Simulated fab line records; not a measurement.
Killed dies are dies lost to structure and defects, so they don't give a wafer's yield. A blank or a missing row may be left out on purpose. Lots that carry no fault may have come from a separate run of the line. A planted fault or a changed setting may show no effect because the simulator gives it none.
The same fault as seen by 2 desks	flow gf180mcu	what lay behind the numbers comes last; until then each desk has only its own

## AT THE TOOL OWNER'S DESK: krf scanner-01
The tool's own readings at GF_M5_EXPOSE_04 (exposes mask Metal5, target cd 280 nm): means of the sampled wafers that have a number, for each lot that ran on this tool. Marked OUT: a lot whose mean sits more than 4 standard deviations from the usual mean, which makes it out of limits; the brackets give that distance.
Columns: A = exposure dose mJ cm2 at GF_M5_EXPOSE_04, usual 27.424; B = reticle temp C at GF_M5_EXPOSE_04, usual 23.03 C
lot	first seen here	A	B
L886	day 28 16:35	27.403	22.94
L887	day 29 01:08	27.390	23.19
L891	day 30 02:09	27.423	23.16
L898	day 32 03:32	27.762 (+11) OUT	23.06
L899	day 32 06:19	27.756 (+11) OUT	23.01
This desk's verdict: out of limits on L898, L899, starting with L898 at day 32 03:32 (exposure dose mJ cm2 at GF_M5_EXPOSE_04). Within limits: L886, L887, L891.

## THE METROLOGY DESK
Lot by lot, what the gauges showed, no matter which tool ran the lot: averages of those sampled wafers that carry a number. Marked OUT: a lot whose mean sits more than 4 standard deviations from the usual mean, which makes it out of limits; the brackets give that distance.
Columns: A = cd nm at GF_M5_CD_MEAS_07, usual 280.2 nm; B = M5_OVL at GF_M5_OVL_MEAS_08, usual 2 nm
lot	first seen here	A	B
L886	day 29 02:41	279.7	0
L887	day 29 10:53	280.8	-2
L891	day 30 11:41	279.8	7
L898	day 32 12:19	278.5	1
L899	day 32 15:32	278.3	7
L905	day 34 00:47	279.6	3
This desk found nothing out of limits on any of the 6 lots.

## PUT TOGETHER
At day 32 03:32, on L898, L899, the tool owner's desk was in a position to raise an alarm.
The metrology desk saw nothing out of limits.
The metrology desk has L898, L899 on record, within its limits.
Of the lots named, all ran GF_M5_EXPOSE_04 on krf scanner-01.

## WHAT HAD BEEN PUT IN BY THE SIMULATOR
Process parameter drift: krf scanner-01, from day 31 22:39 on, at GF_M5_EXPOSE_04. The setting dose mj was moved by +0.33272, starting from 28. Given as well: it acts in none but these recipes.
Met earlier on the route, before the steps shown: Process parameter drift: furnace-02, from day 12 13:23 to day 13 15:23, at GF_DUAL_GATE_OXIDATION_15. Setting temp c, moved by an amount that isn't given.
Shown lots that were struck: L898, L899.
How many hours passed from the start of the fault until each desk's first out-of-limits reading: the tool owner's desk, 5.
